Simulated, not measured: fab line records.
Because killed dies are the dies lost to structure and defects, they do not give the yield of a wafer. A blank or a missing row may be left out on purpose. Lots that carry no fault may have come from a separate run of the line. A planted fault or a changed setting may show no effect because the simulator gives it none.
Shared-tool check ; flow gf180mcu ; Lots sampled 14, wafers sampled 42

THE REASON FOR OPENING IT
GF_HV_LDD_OVL_MEAS_20, reading HV_LDD_01_OVL: flagged on 2 of 14 lots. Fault-free wafers read -0.8 nm, with a standard deviation of 1.4.
Rule: a lot is flagged in two cases, either no wafer of it has a number, or all its wafers with numbers fall more than 4 standard deviations from that mean. The other lots count as sound.

lot;measured;on;HV_LDD_01_OVL (nm), wafer by wafer;flag
L822;day 12 01:24;overlay-02;-0.1 -0.8 0.6;
L823;day 12 14:38;overlay-02;0.2 -0.4 -1.9;
L824;day 12 19:41;overlay-01;1.8 0.6 0.7;
L827;day 13 19:23;overlay-01;-1.3 -1.3 -2.7;
L828;day 14 00:17;overlay-01;-1.5 -0.4 -0.9;
L829;day 14 04:59;overlay-01;-1.2 -0.8 -0.5;
L830;day 14 18:29;overlay-02;0.9 0.5 -0.4;
L835;day 16 03:32;overlay-02;-0.5 0.6 -0.5;
L837;day 16 19:47;overlay-02;42.4 40.5 41.5;FLAGGED
L838;day 17 02:44;overlay-02;-4.0 -1.6 -2.0;
L839;day 17 15:53;overlay-01;41.7 41.6 42.3;FLAGGED
L840;day 17 17:12;overlay-02;-2.9 -2.2 -4.1;
L842;day 18 07:32;overlay-01;-3.8 -2.1 -2.0;
L845;day 19 05:41;overlay-01;-0.4 -2.4 -0.2;
On average the flagged lots' numbers are 41.7 nm, which is +42.5 nm against the usual, or +30 standard deviations.

TOOL THAT RAN EACH LOT
The record keeps 1 process step preceding the reading, out of 602 steps on the route. Each cell gives the tool, then ch followed by the chambers the sampled wafers passed through, then the start.
lot;flag;GF_HV_LDD_EXPOSE_16
L822;;iline-stepper-01 ch 0, day 11 14:47
L823;;iline-stepper-02 ch 0, day 12 04:02
L824;;iline-stepper-01 ch 0, day 12 08:41
L827;;iline-stepper-02 ch 0, day 13 08:34
L828;;iline-stepper-02 ch 0, day 13 14:08
L829;;iline-stepper-02 ch 0, day 13 18:37
L830;;iline-stepper-02 ch 0, day 14 07:29
L835;;iline-stepper-01 ch 0, day 15 16:22
L837;FLAGGED;iline-stepper-01 ch 0, day 16 08:10
L838;;iline-stepper-02 ch 0, day 16 15:14
L839;FLAGGED;iline-stepper-01 ch 0, day 17 04:08
L840;;iline-stepper-02 ch 0, day 17 05:36
L842;;iline-stepper-02 ch 0, day 17 19:13
L845;;iline-stepper-02 ch 0, day 18 17:44
These steps, and what they do:
- GF_HV_LDD_EXPOSE_16: exposes mask Pplus LV AREA, target cd 400 nm.
- GF_HV_LDD_OVL_MEAS_20

FLAGGED AGAINST TOTAL, ONE TOOL AT A TIME (gauges that did the reading follow at the end)
step;tool;lots run;flagged;share of the flagged lots;sound lots run after its first flagged lot
GF_HV_LDD_EXPOSE_16;iline-stepper-01;5;2;all;0
GF_HV_LDD_EXPOSE_16;iline-stepper-02;9;0;none;-
GF_HV_LDD_OVL_MEAS_20;overlay-01;7;1;some;2 (L842,L845)
GF_HV_LDD_OVL_MEAS_20;overlay-02;7;1;some;2 (L838,L840)

THE TABLE: WHAT IT ALLOWS
All flagged lots share 1 row of the table, namely iline-stepper-01 at GF_HV_LDD_EXPOSE_16.
- iline-stepper-01 at GF_HV_LDD_EXPOSE_16: 2 of its 5 lots flagged. Last sound lot L835 at day 15 16:22, first flagged lot L837 at day 16 08:10; a fault beginning in between fits.
One tool is left: iline-stepper-01 at GF_HV_LDD_EXPOSE_16.

WHAT HAD BEEN PUT IN BY THE SIMULATOR
Scanner matching overlay: iline-stepper-01, from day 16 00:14 on, at GF_HV_LDD_EXPOSE_16. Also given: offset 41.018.
Shown lots that were struck: L837, L839. The rule given above showed the same thing.
